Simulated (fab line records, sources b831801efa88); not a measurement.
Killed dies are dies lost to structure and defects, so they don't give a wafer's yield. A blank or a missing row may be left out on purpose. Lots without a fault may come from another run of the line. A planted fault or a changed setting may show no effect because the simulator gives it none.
A struck lot beside a sound one | flow sky130 | 15 steps out of a route of 708
Sound: wafers L693.2, L693.3, L693.6. Struck: wafer L702.2. (L702.1, L702.4 of the same lot were not struck and are left out.) The cause comes at the end.
At each step with rows: each side's tool, then ch and its chambers, then its first start. Under that, the readings that differ: sound wafers | struck wafers | difference of the means | sigmas: that difference in standard deviations of wafers without a fault.
alike: readings whose means differ by less than 2 such deviations, and words and numbers that are the same on both sides. not compared: withheld readings, readings that some wafer has no value for, bounds like >300 that may hide the same value, and numbers for which the record gives no deviation and whose values overlap.
The two part at a step that has a row with sigmas, a row that says differs or no value, or rows on one side only. Numbers that don't overlap but have no deviation are shown without sigmas and don't part them. A reading that every wafer of one side lacks parts them only if that side has two wafers or more.

first, 3 steps without rows for these wafers: SKY_LI_CONTACT_EXPOSE_09 (exposes mask LICM1, target cd 170 nm); SKY_LI_CONTACT_PEB_10; SKY_LI_CONTACT_DEVELOP_11 (develop time 60 s).
SKY_LI_CONTACT_CD_MEAS_12: target cd 170 nm.
  sound on cd_sem-01, day 29 02:00; struck on cd_sem-02, day 32 03:28
  alike: cd_nm
SKY_LI_CONTACT_OVL_MEAS_13:
  sound on overlay-02, day 29 02:06; struck on overlay-02, day 32 03:35
  alike: LI_CONTACT_OVL
SKY_LI_CONTACT_ETCH_14: etches BARC in N2/H2, stops on SiO2, time 45.9 s, target depth 60 nm.
  sound on rie_diel-01 ch 0,1,2, day 29 02:08; struck on rie_diel-01 ch 0, day 32 03:38
  reading               | sound             | struck | difference | sigmas
  oes_product_au (a.u.) | 0.855 0.859 0.865 | 0.846  | -0.014     | -3
  alike: drypump_motor_current_A, throttle_valve_pct
  not compared: rf_hours_counter_h
SKY_LI_CONTACT_ETCH_15: etches PSG in C4F8/O2/Ar, stops on Si, target depth 600 nm.
  sound on rie_diel-01 ch 0,1,2, day 29 02:10; struck on rie_diel-01 ch 0, day 32 03:40
  alike: oes_product_au
SKY_LI_CONTACT_STRIP_16: strips in O2/N2.
  sound on plasma_asher-02 ch 0,1, day 29 02:16; struck on plasma_asher-03 ch 1, day 32 03:45
  reading                     | sound       | struck | difference | sigmas
  drypump_motor_current_A (A) | 5.4 5.4 6.2 | 6.6    | +0.9       | +2
  alike: oes_product_au, strip_time_to_endpoint_s
  not compared: rf_hours_counter_h
then, 2 steps without rows for these wafers: SKY_LI_CONTACT_CLEAN_17 (cleans in NMP, time 600 s); SKY_LI_CONTACT_PRE_CLEAN_18 (time 5.6 s).
SKY_LI_CONTACT_SPUTTER_19: material Ti, target thk 20 nm, time 106.37 s.
  sound on pvd_sputter-02, day 29 02:34; struck on pvd_sputter-04, day 32 04:04
  alike: throttle_valve_pct
SKY_LI_CONTACT_SPUTTER_20: material TiN, target thk 20 nm, time 80 s.
  sound on pvd_sputter-02, day 29 02:39; struck on pvd_sputter-04, day 32 04:08
  alike: throttle_valve_pct
SKY_LI_CONTACT_CVD_21: deposits W, target thk 400 nm, time 120.56 s.
  sound on cvd_w-02 ch 0,1, day 29 02:43; struck on cvd_w-02 ch 0, day 32 04:12
  reading                                  | sound                | struck | difference | sigmas
  susceptor_temp_C (C)                     | 399.98 399.85 400.17 | 400.43 | +0.43      | +2
  model.W_of_LI_CONTACT_CVD_21.thk_nm (nm) | 404.2 406.8 400.9    | 410.4  | +6.4       |
  alike: heater_power_w
SKY_LI_CONTACT_RS_MEAS_22: measures by four-point-probe.
  sound on film_metro-04, day 29 02:51; struck on film_metro-01, day 32 04:20
  alike: LI_CONTACT_W_RS
-- the record jumps here: 16 days lie between the struck wafers' starts before and after (it left off in module LI_CONTACT and takes up again in module PAD_OPEN, whose first step shown is number 708 of the route) --
SKY_PAD_OPEN_PROBE_99:
  the record has rows for the struck wafers here (prober-02, day 47 23:15) and none for the sound ones

WHERE THEY PART
First at SKY_LI_CONTACT_ETCH_14; last, within this record, at SKY_PAD_OPEN_PROBE_99.

WHY: what the simulator had put in
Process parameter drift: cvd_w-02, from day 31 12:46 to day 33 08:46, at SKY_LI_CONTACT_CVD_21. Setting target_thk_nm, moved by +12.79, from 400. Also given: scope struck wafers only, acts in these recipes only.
